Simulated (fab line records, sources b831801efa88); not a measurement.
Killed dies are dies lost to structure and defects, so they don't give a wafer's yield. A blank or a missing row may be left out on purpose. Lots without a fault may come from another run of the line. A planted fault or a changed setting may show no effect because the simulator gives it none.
fab line records | flow gf180mcu
record lots=24 wafers=72 last_day=34
route steps=602 shown STI@5 NWELL@49 HV_LDD@196 SALICIDE@281 V4@478
lots that met no fault: from a run of the same line without faults
start_h: hours from the record's first day to the start of the lot's first wafer shown | wait_h: hours since the lot's step before | " the same as in the row above | L1.1+2: a row that stands for several wafers | - no value, or no start given | * or withheld: withheld | < > ~ a bound
route shown NAME@n: a module of which the file shows steps, and the number in the route of the first | usual: mean/standard deviation of fault-free wafers | same: alike in all rows | chamber/n: place in a boat | sites: the reading at each site | _std_site: their standard deviation | _edge_site: outer sites' mean less inner sites' | radius_mm: how far each site lies from the wafer's centre | mask NAME#n: copy n | behind: the tool/chamber that last shaped the wafer | hold: why the lot was held/for how many hours/how that ended | device: the transistor (n, p or np) that didn't switch | end of line: the same wafers' tests at the end of the route | a step without rows: its recipe alone | killed: dies lost to structure and defects at the first sort, not the wafer's yield | map: a wafer's dies, x killed, . not, _ none there
set.NAME: the setting as run; set.NAME@STEP: as run at that earlier step | model.NAME: the simulator's own value behind a step, which no gauge read
steps of the route over a sample of lots; a table a step, a row a wafer
services: from which hour (start_h, from the record's first day; less than 0 if before it) a tool's chamber was out of use, for how many hours, and why
## steps
# step GF_STI_THK_MEAS_04
# recipe reads=Si3N4_of_STI_CVD_03
# usual STI_CVD_03_THK=209.1/2
# columns lot.wafer tool chamber start_h wait_h STI_CVD_03_THK[nm]
L074.2 film_metro-03 - 13.57 0.0 205.6
L074.4 " - " " 208.1
L074.6 " - " " 208.2
L075.2 film_metro-04 - 18.57 0.0 208.0
L075.3 " - " " 208.8
L075.6 " - " " 208.9
L076.1 film_metro-04 - 23.56 0.0 212.1
L076.4 " - " " 210.3
L076.5 " - " " 209.6
L077.3 film_metro-03 - 29.38 0.0 212.6
L077.5 " - " " 210.5
L077.6 " - " " 212.8
L078.3 film_metro-03 - 34.39 0.0 208.4
L078.4 " - " " 209.4
L078.6 " - " " 208.8
L079.1 film_metro-04 - 38.56 0.0 207.5
L079.3 " - " " 209.4
L079.6 " - " " 210.2
L080.3 film_metro-04 - 43.90 0.0 213.2
L080.4 " - " " 211.3
L080.6 " - " " 212.4
L081.1 film_metro-03 - 49.78 0.0 210.6
L081.2 " - " " 210.8
L081.3 " - " " 210.0
L082.1 film_metro-04 - 54.17 0.0 208.3
L082.4 " - " " 207.2
L082.6 " - " " 210.2
L083.3 film_metro-02 - 58.81 0.0 208.1
L083.4 " - " " 207.7
L083.5 " - " " 208.1
L084.1 film_metro-03 - 63.59 0.0 209.4
L084.2 " - " " 208.8
L084.5 " - " " 208.3
L085.2 film_metro-03 - 68.60 0.0 208.7
L085.4 " - " " 207.6
L085.6 " - " " 208.8
L086.1 film_metro-03 - 74.76 0.0 210.5
L086.2 " - " " 211.1
L086.4 " - " " 211.5
L087.3 film_metro-02 - 78.76 0.0 208.6
L087.4 " - " " 206.3
L087.6 " - " " 209.9
L088.1 film_metro-03 - 85.54 0.0 210.3
L088.3 " - " " 208.5
L088.4 " - " " 210.2
L089.2 film_metro-04 - 88.57 0.0 205.2
L089.3 " - " " 205.2
L089.5 " - " " 205.5
L090.3 film_metro-03 - 93.76 0.0 207.2
L090.4 " - " " 209.4
L090.6 " - " " 207.2
L091.2 film_metro-03 - 98.57 0.0 206.2
L091.4 " - " " 207.0
L091.6 " - " " 207.4
L092.1 film_metro-03 - 104.30 0.0 207.9
L092.2 " - " " 206.5
L092.4 " - " " 209.7
L093.1 film_metro-04 - 108.56 0.0 205.6
L093.3 " - " " 207.3
L093.4 " - " " 204.8
L094.1 film_metro-03 - 114.63 0.0 210.0
L094.3 " - " " 210.2
L094.6 " - " " 210.4
L095.1 film_metro-02 - 120.39 0.0 213.4
L095.2 " - " " 212.4
L095.3 " - " " 212.6
L096.3 film_metro-02 - 124.75 0.0 208.7
L096.5 " - " " 210.2
L096.6 " - " " 209.3
L097.1 film_metro-02 - 133.24 0.0 207.3
L097.2 " - " " 210.3
L097.4 " - " " 209.3
# step GF_NWELL_OVL_MEAS_07
# usual NWELL_OVL=-0.3/1.4
# columns lot.wafer tool chamber start_h wait_h NWELL_OVL[nm]
L074.2 overlay-02 - 55.28 - -0.7
L074.4 " - " " 0.1
L074.6 " - " " -2.2
L075.2 overlay-01 - 60.80 - -0.2
L075.3 " - " " -0.2
L075.6 " - " " 0.8
L076.1 overlay-02 - 65.47 - -2.5
L076.4 " - " " -3.0
L076.5 " - " " -1.0
L077.3 overlay-01 - 72.35 - -1.1
L077.5 " - " " -1.1
L077.6 " - " " -1.2
L078.3 overlay-01 - 76.84 - -2.5
L078.4 " - " " -3.0
L078.6 " - " " -2.0
L079.1 overlay-02 - 82.48 - -0.5
L079.3 " - " " -0.7
L079.6 " - " " -0.3
L080.3 overlay-01 - 87.09 - 1.9
L080.4 " - " " 1.2
L080.6 " - " " 1.7
L081.1 overlay-01 - 94.72 - -1.5
L081.2 " - " " 0.4
L081.3 " - " " -1.1
L082.1 overlay-01 - 97.92 - 0.1
L082.4 " - " " -0.7
L082.6 " - " " -0.1
L083.3 overlay-02 - 104.10 - 0.1
L083.4 " - " " 0.2
L083.5 " - " " -0.1
L084.1 overlay-01 - 109.87 - 0.0
L084.2 " - " " 0.0
L084.5 " - " " 0.1
L085.2 overlay-01 - 116.69 - 1.8
L085.4 " - " " 1.8
L085.6 " - " " 1.9
L086.1 overlay-02 - 121.47 - 2.9
L086.2 " - " " 0.6
L086.4 " - " " 2.7
L087.3 overlay-02 - 126.58 - -0.5
L087.4 " - " " 0.3
L087.6 " - " " -0.8
L088.1 overlay-01 - 133.37 - -1.8
L088.3 " - " " -1.7
L088.4 " - " " -0.8
L089.2 overlay-01 - 137.44 - -0.2
L089.3 " - " " -2.8
L089.5 " - " " -1.7
L090.3 overlay-01 - 142.55 - 1.1
L090.4 " - " " 1.4
L090.6 " - " " 0.6
L091.2 overlay-02 - 148.12 - 0.6
L091.4 " - " " 2.5
L091.6 " - " " 0.2
L092.1 overlay-01 - 153.97 - -1.0
L092.2 " - " " -1.0
L092.4 " - " " -0.5
L093.1 overlay-02 - 159.27 - -0.2
L093.3 " - " " -1.0
L093.4 " - " " 0.0
L094.1 overlay-01 - 165.99 - -0.4
L094.3 " - " " 0.2
L094.6 " - " " 0.1
L095.1 overlay-02 - 171.13 - -3.4
L095.2 " - " " -2.9
L095.3 " - " " -1.8
L096.3 overlay-02 - 174.94 - 1.7
L096.5 " - " " 0.9
L096.6 " - " " -0.1
L097.1 overlay-01 - 186.59 - 0.4
L097.2 " - " " 1.2
L097.4 " - " " 0.4
# step GF_HV_LDD_OVL_MEAS_20
# usual HV_LDD_01_OVL=-0.8/1.3
# columns lot.wafer tool chamber start_h wait_h HV_LDD_01_OVL[nm]
L074.2 overlay-02 - 235.25 0.1 1.0
L074.4 " - " " -1.4
L074.6 " - " " 0.4
L075.2 overlay-02 - 242.05 0.1 -0.5
L075.3 " - " " -0.9
L075.6 " - " " -1.3
L076.1 overlay-01 - 250.20 0.1 0.5
L076.4 " - " " -0.1
L076.5 " - " " 1.0
L077.3 overlay-02 - 258.67 0.1 -0.6
L077.5 " - " " 1.3
L077.6 " - " " 1.1
L078.3 overlay-02 - 266.56 0.1 -3.2
L078.4 " - " " -3.7
L078.6 " - " " -2.6
L079.1 overlay-02 - 273.90 0.1 -2.9
L079.3 " - " " -1.9
L079.6 " - " " -0.5
L080.3 overlay-01 - 276.92 0.1 0.4
L080.4 " - " " -0.5
L080.6 " - " " 1.0
L081.1 overlay-01 - 291.85 0.1 -0.3
L081.2 " - " " 0.6
L081.3 " - " " 0.2
L082.1 overlay-02 - 291.90 0.1 -1.1
L082.4 " - " " -1.2
L082.6 " - " " -2.2
L083.3 overlay-02 - 303.02 0.1 -0.9
L083.4 " - " " -1.2
L083.5 " - " " -0.7
L084.1 overlay-02 - 311.35 0.1 -2.2
L084.2 " - " " -2.4
L084.5 " - " " -0.9
L085.2 overlay-02 - 321.52 0.1 -0.8
L085.4 " - " " -1.8
L085.6 " - " " -1.0
L086.1 overlay-02 - 324.90 0.1 -0.2
L086.2 " - " " -1.8
L086.4 " - " " -2.2
L087.3 overlay-02 - 333.07 0.1 1.1
L087.4 " - " " -0.2
L087.6 " - " " -0.9
L088.1 overlay-02 - 343.05 0.1 -2.0
L088.3 " - " " -3.8
L088.4 " - " " -3.2
L089.2 overlay-01 - 347.00 0.1 -0.9
L089.3 " - " " -1.8
L089.5 " - " " -0.3
L090.3 overlay-01 - 353.00 0.1 -0.6
L090.4 " - " " 0.0
L090.6 " - " " -0.5
L091.2 overlay-02 - 361.35 0.1 -1.7
L091.4 " - " " -2.0
L091.6 " - " " 0.4
L092.1 overlay-01 - 367.29 0.1 -1.3
L092.2 " - " " 0.1
L092.4 " - " " -0.1
L093.1 overlay-01 - 378.85 0.1 0.7
L093.3 " - " " -0.6
L093.4 " - " " 0.6
L094.1 overlay-01 - 388.55 0.1 -2.1
L094.3 " - " " -1.9
L094.6 " - " " -2.6
L095.1 overlay-02 - 394.35 0.1 -0.1
L095.2 " - " " 0.9
L095.3 " - " " 0.9
L096.3 overlay-01 - 398.46 0.1 0.5
L096.5 " - " " -0.2
L096.6 " - " " -0.3
L097.1 overlay-01 - 415.04 0.1 -1.0
L097.2 " - " " -1.0
L097.4 " - " " -0.6
# step GF_SALICIDE_SPUTTER_03
# recipe material=TiN target_thk_nm=20 power_w=6500 time_s=16.7 chamber_pressure_pa=0.4
# usual throttle_valve_pct=30.1/0.99
# columns lot.wafer tool chamber start_h wait_h throttle_valve_pct
L074.2 pvd_sputter-01 - 337.17 0.0 31.3
L074.4 " - " " 30.2
L074.6 " - " " 29.8
L075.2 pvd_sputter-01 - 345.81 0.0 31.6
L075.3 " - " " 30.0
L075.6 " - " " 31.4
L076.1 pvd_sputter-01 - 356.75 0.0 30.5
L076.4 " - " " 29.7
L076.5 " - " " 29.8
L077.3 pvd_sputter-03 - 366.25 0.0 29.2
L077.5 " - " " 29.2
L077.6 " - " " 31.1
L078.3 pvd_sputter-02 - 375.55 0.0 30.4
L078.4 " - " " 30.2
L078.6 " - " " 30.0
L079.1 pvd_sputter-02 - 384.11 0.0 30.1
L079.3 " - " " 30.4
L079.6 " - " " 30.3
L080.3 pvd_sputter-01 - 388.76 0.0 29.8
L080.4 " - " " 31.5
L080.6 " - " " 30.0
L081.1 pvd_sputter-03 - 404.76 0.0 27.4
L081.2 " - " " 29.3
L081.3 " - " " 31.1
L082.1 pvd_sputter-02 - 405.30 0.0 30.4
L082.4 " - " " 30.2
L082.6 " - " " 30.6
L083.3 pvd_sputter-01 - 419.97 0.0 29.9
L083.4 " - " " 30.7
L083.5 " - " " 29.8
L084.1 pvd_sputter-03 - 426.87 0.0 30.5
L084.2 " - " " 27.4
L084.5 " - " " 31.0
L085.2 pvd_sputter-01 - 441.80 0.0 29.9
L085.4 " - " " 31.4
L085.6 " - " " 31.6
L086.1 pvd_sputter-01 - 446.10 0.0 29.8
L086.2 " - " " 29.9
L086.4 " - " " 31.9
L087.3 pvd_sputter-01 - 452.05 0.0 29.7
L087.4 " - " " 31.7
L087.6 " - " " 30.8
L088.1 pvd_sputter-01 - 464.00 0.0 30.0
L088.3 " - " " 31.6
L088.4 " - " " 29.8
L089.2 pvd_sputter-01 - 470.55 0.0 29.7
L089.3 " - " " 31.5
L089.5 " - " " 30.2
L090.3 pvd_sputter-03 - 475.91 0.0 31.0
L090.4 " - " " 29.5
L090.6 " - " " 27.5
L091.2 pvd_sputter-01 - 485.81 0.0 30.4
L091.4 " - " " 31.6
L091.6 " - " " 30.4
L092.1 pvd_sputter-02 - 493.43 0.0 30.2
L092.2 " - " " 30.1
L092.4 " - " " 30.3
L093.1 pvd_sputter-01 - 502.64 0.0 29.9
L093.3 " - " " 31.5
L093.4 " - " " 29.7
L094.1 pvd_sputter-03 - 513.30 0.0 29.5
L094.3 " - " " 31.0
L094.6 " - " " 29.6
L095.1 pvd_sputter-03 - 520.40 0.0 31.1
L095.2 " - " " 30.4
L095.3 " - " " 29.4
L096.3 pvd_sputter-02 - 525.26 0.0 29.0
L096.5 " - " " 28.9
L096.6 " - " " 30.7
L097.1 pvd_sputter-03 - 540.75 0.0 27.4
L097.2 " - " " 30.8
L097.4 " - " " 30.3
# step GF_V4_CVD_02
# recipe material=SiO2 target_thk_nm=850 precursor=TEOS temp_c=400 time_s=94.851 rf_w=600
# usual heater_power_w=622/110
# columns lot.wafer tool chamber start_h wait_h heater_power_w since_wet_clean_h
L074.2 pecvd-04 1 538.72 0.0 692 572
L074.4 " 0 " " 546 -
L074.6 " 1 " " 551 -
L075.2 pecvd-01 0 546.62 0.0 587 164
L075.3 " 2 " " 820 164
L075.6 " 2 " " 859 -
L076.1 pecvd-02 0 558.80 0.1 687 384
L076.4 " 2 " " 445 -
L076.5 " 1 " " 593 -
L077.3 pecvd-02 0 568.14 0.0 650 394
L077.5 " 2 " " 534 -
L077.6 " 0 " " 687 -
L078.3 pecvd-01 2 575.05 0.0 753 192
L078.4 " 2 " " 848 -
L078.6 " 1 " " 763 -
L079.1 pecvd-04 0 584.98 0.1 567 619
L079.3 " 2 " " 585 619
L079.6 " 0 " " 587 -
L080.3 pecvd-01 2 586.61 0.0 818 204
L080.4 " 2 " " 867 -
L080.6 " 1 " " 655 -
L081.1 pecvd-02 1 602.10 0.1 516 427
L081.2 " 2 " " 571 427
L081.3 " 0 " " 605 427
L082.1 pecvd-04 0 603.10 0.1 595 637
L082.4 " 2 " " 650 -
L082.6 " 0 " " 472 -
L083.3 pecvd-01 0 616.48 0.0 481 234
L083.4 " 2 " " 765 -
L083.5 " 1 " " 817 -
L084.1 pecvd-04 0 622.02 0.1 563 656
L084.2 " 1 " " 548 656
L084.5 " 0 " " 572 -
L085.2 pecvd-04 2 635.47 0.0 658 669
L085.4 " 1 " " 549 -
L085.6 " 0 " " 563 -
L086.1 pecvd-04 1 638.44 0.1 697 672
L086.2 " 0 " " 580 672
L086.4 " 2 " " 609 -
L087.3 pecvd-01 0 642.08 0.0 502 259
L087.4 " 0 " " 543 -
L087.6 " 1 " " 749 -
L088.1 pecvd-02 2 652.19 0.1 555 478
L088.3 " 1 " " 501 478
L088.4 " 1 " " 573 -
L089.2 pecvd-02 1 657.61 0.0 631 483
L089.3 " 0 " " 593 483
L089.5 " 2 " " 458 -
L090.3 pecvd-02 1 661.53 0.0 526 487
L090.4 " 2 " " 576 -
L090.6 " 1 " " 586 -
L091.2 pecvd-04 2 670.45 0.0 594 704
L091.4 " 2 " " 609 -
L091.6 " 1 " " 675 -
L092.1 pecvd-04 0 677.21 0.1 510 711
L092.2 " 1 " " 567 711
L092.4 " 2 " " 531 -
L093.1 pecvd-01 0 684.66 0.1 608 302
L093.3 " 2 " " 941 302
L093.4 " 1 " " 676 -
L094.1 pecvd-04 2 693.31 0.1 562 727
L094.3 " 0 " " 466 -
L094.6 " 0 " " 589 -
L095.1 pecvd-04 0 697.91 0.1 576 732
L095.2 " 1 " " 645 732
L095.3 " 0 " " 466 -
L096.3 pecvd-04 0 701.09 0.1 477 -
L096.5 " 1 " " 694 -
L096.6 " 0 " " 525 -
L097.1 pecvd-01 0 713.91 0.1 522 331
L097.2 " 2 " " 760 331
L097.4 " 2 " " 839 -
# step GF_V4_CD_MEAS_14
# recipe target_cd_nm=260
# usual cd_nm=259.9/1.1
# columns lot.wafer tool chamber start_h wait_h cd_nm
L074.2 cd_sem-01 - 561.10 0.1 261.7
L074.4 " - " " 262.0
L074.6 " - " " 261.6
L075.2 cd_sem-01 - 569.64 0.1 260.6
L075.3 " - " " 260.8
L075.6 " - " " 260.9
L076.1 cd_sem-01 - 581.02 0.1 259.9
L076.4 " - " " 259.2
L076.5 " - " " 260.6
L077.3 cd_sem-01 - 590.21 0.1 261.0
L077.5 " - " " 260.5
L077.6 " - " " 259.8
L078.3 cd_sem-01 - 596.86 0.1 260.6
L078.4 " - " " 260.3
L078.6 " - " " 260.8
L079.1 cd_sem-02 - 606.87 0.1 259.6
L079.3 " - " " 260.5
L079.6 " - " " 259.1
L080.3 cd_sem-01 - 607.91 0.1 259.6
L080.4 " - " " 259.5
L080.6 " - " " 259.8
L081.1 cd_sem-01 - 622.97 0.1 261.0
L081.2 " - " " 260.7
L081.3 " - " " 260.2
L082.1 cd_sem-02 - 624.52 0.1 259.4
L082.4 " - " " 259.8
L082.6 " - " " 259.3
L083.3 cd_sem-01 - 637.16 0.1 260.2
L083.4 " - " " 260.0
L083.5 " - " " 260.2
L084.1 cd_sem-01 - 642.18 0.1 258.5
L084.2 " - " " 259.7
L084.5 " - " " 258.4
L085.2 cd_sem-01 - 655.69 0.1 260.9
L085.4 " - " " 261.4
L085.6 " - " " 260.4
L086.1 cd_sem-01 - 658.82 0.1 258.6
L086.2 " - " " 260.5
L086.4 " - " " 259.0
L087.3 cd_sem-01 - 662.41 0.1 257.7
L087.4 " - " " 257.9
L087.6 " - " " 257.6
L088.1 cd_sem-02 - 672.13 0.1 259.8
L088.3 " - " " 260.0
L088.4 " - " " 260.9
L089.2 cd_sem-02 - 677.39 0.1 262.0
L089.3 " - " " 261.1
L089.5 " - " " 260.0
L090.3 cd_sem-01 - 681.01 0.1 260.0
L090.4 " - " " 258.6
L090.6 " - " " 258.7
L091.2 cd_sem-01 - 689.79 0.1 259.5
L091.4 " - " " 259.8
L091.6 " - " " 259.5
L092.1 cd_sem-01 - 696.77 0.1 260.1
L092.2 " - " " 260.2
L092.4 " - " " 260.6
L093.1 cd_sem-02 - 703.82 0.1 259.9
L093.3 " - " " 259.3
L093.4 " - " " 259.7
L094.1 cd_sem-01 - 712.52 0.1 261.0
L094.3 " - " " 261.0
L094.6 " - " " 260.4
L095.1 cd_sem-02 - 716.67 0.1 258.2
L095.2 " - " " 258.9
L095.3 " - " " 258.6
L096.3 cd_sem-02 - 720.11 0.1 259.7
L096.5 " - " " 259.0
L096.6 " - " " 258.8
L097.1 cd_sem-02 - 732.17 0.1 259.2
L097.2 " - " " 259.4
L097.4 " - " " 259.7
## services
# columns tool chamber start_h hours kind
pecvd-01 - 368.88 14.0 pm
pvd_sputter-03 - 377.65 1.3 repair
pecvd-02 - 390.32 0.7 repair
pvd_sputter-02 - 392.03 1.1 repair
pvd_sputter-01 0 397.69 - consumable_replace:kit
pvd_sputter-03 - 407.63 1.7 repair
pvd_sputter-03 - 416.15 4.9 repair
pvd_sputter-03 - 435.35 4.9 repair
pvd_sputter-03 - 442.12 2.2 repair
pvd_sputter-03 - 482.17 15.0 repair
pvd_sputter-03 - 508.37 3.8 repair
pecvd-01 2 508.37 16.6 repair
pecvd-02 1 520.20 2.6 repair
pecvd-02 - 529.27 1.4 repair
pecvd-01 - 530.64 1.6 repair
pecvd-04 - 546.15 1.3 repair
pecvd-04 1 548.51 8.3 repair
pecvd-02 - 553.12 0.4 repair
pecvd-01 2 603.73 4.2 repair
pvd_sputter-01 - 639.09 2.1 repair
pecvd-01 - 644.98 1.4 repair
pecvd-04 - 653.07 2.2 repair
pecvd-04 1 687.94 6.2 repair
pvd_sputter-01 - 694.86 0.5 repair
## key
fault none
